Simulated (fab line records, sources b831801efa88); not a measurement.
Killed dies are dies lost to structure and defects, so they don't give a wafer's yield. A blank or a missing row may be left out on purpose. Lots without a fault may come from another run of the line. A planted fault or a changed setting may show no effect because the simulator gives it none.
Tool commonality check | flow gf180mcu | 13 lots, 45 wafers sampled

WHY IT WAS OPENED
At GF_CONTACT_CD_MEAS_14 the reading cd_nm is flagged on 2 of 13 lots. Wafers without a fault read 220.2 nm, standard deviation 1.4.
Rule: a lot is flagged when every wafer of it that has a number lies more than 4 standard deviations from that mean, or none has a number. The other lots count as sound.

lot  | measured     | on        | cd_nm (nm), wafer by wafer          | flag
L219 | day 15 22:00 | cd_sem-01 | 218.8 217.0 218.5                   |
L220 | day 16 02:13 | cd_sem-02 | 221.5 221.1 221.6                   |
L221 | day 16 12:43 | cd_sem-01 | 216.7 217.6 219.2                   |
L222 | day 17 00:15 | cd_sem-02 | 220.6 220.9 220.2                   |
L223 | day 17 08:02 | cd_sem-01 | 220.5 219.0 220.7                   |
L225 | day 18 05:04 | cd_sem-01 | 220.6 222.2 221.0                   |
L228 | day 19 14:08 | cd_sem-02 | 222.0 220.9 220.9                   |
L229 | day 20 01:35 | cd_sem-01 | 237.6 237.1 237.4 237.8 237.6 237.6 | FLAGGED
L232 | day 21 08:02 | cd_sem-02 | 237.6 235.3 236.6 237.2 235.6 236.9 | FLAGGED
L237 | day 22 19:58 | cd_sem-02 | 219.6 218.8 218.8                   |
L239 | day 23 11:37 | cd_sem-01 | 220.3 220.7 222.3                   |
L241 | day 24 02:46 | cd_sem-02 | 219.9 220.2 219.6                   |
L242 | day 24 11:07 | cd_sem-02 | 221.9 223.0 222.4                   |
The numbers of the flagged lots are 237.0 nm on average: +16.8 nm against the usual, or +12 standard deviations.

WHICH TOOL RAN EACH LOT
The record holds 1 process step before the reading, out of a route of 602 steps. In each cell: the tool, then ch and the chambers that the sampled wafers went through, then the start.
lot  | flag    | GF_CONTACT_EXPOSE_11
L219 |         | krf_scanner-02 ch 0, day 15 11:53
L220 |         | krf_scanner-02 ch 0, day 15 15:30
L221 |         | krf_scanner-01 ch 0, day 16 02:55
L222 |         | krf_scanner-01 ch 0, day 16 13:02
L223 |         | krf_scanner-01 ch 0, day 16 20:43
L225 |         | krf_scanner-01 ch 0, day 17 17:19
L228 |         | krf_scanner-02 ch 0, day 19 01:53
L229 | FLAGGED | krf_scanner-01 ch 0, day 19 13:35
L232 | FLAGGED | krf_scanner-01 ch 0, day 20 19:59
L237 |         | krf_scanner-02 ch 0, day 22 09:01
L239 |         | krf_scanner-02 ch 0, day 23 00:34
L241 |         | krf_scanner-02 ch 0, day 23 15:48
L242 |         | krf_scanner-02 ch 0, day 23 23:37
What these steps do:
- GF_CONTACT_EXPOSE_11: exposes mask Contact, target cd 220 nm.
- GF_CONTACT_CD_MEAS_14: target cd 220 nm.

FLAGGED OVER TOTAL, TOOL BY TOOL (the gauges that took the reading come last)
step                  | tool           | lots run | flagged | share of the flagged lots | sound lots run after its first flagged lot
GF_CONTACT_EXPOSE_11  | krf_scanner-01 | 6        | 2       | all                       | 0
GF_CONTACT_EXPOSE_11  | krf_scanner-02 | 7        | 0       | none                      | -
GF_CONTACT_CD_MEAS_14 | cd_sem-01      | 6        | 1       | some                      | 1 (L239)
GF_CONTACT_CD_MEAS_14 | cd_sem-02      | 7        | 1       | some                      | 3 (L237,L241,L242)

WHAT THE TABLE ALLOWS
1 row of the table ran every flagged lot: krf_scanner-01 at GF_CONTACT_EXPOSE_11.
- krf_scanner-01 at GF_CONTACT_EXPOSE_11: 2 of its 6 lots flagged. Its last sound lot is L225 (day 17 17:19), its first flagged lot L229 (day 19 13:35): a fault that began between those two fits. Its own readings lie more than 4 standard deviations out on every wafer of the flagged lots: exposure_dose_mJ_cm2.
One tool is left: krf_scanner-01 at GF_CONTACT_EXPOSE_11.

WHAT THE SIMULATOR HAD PUT IN
Process parameter drift: krf_scanner-01, from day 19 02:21 on, at GF_CONTACT_EXPOSE_11. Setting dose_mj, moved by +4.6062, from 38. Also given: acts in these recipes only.
Lots struck among those shown: L229, L232. The rule above found the same.
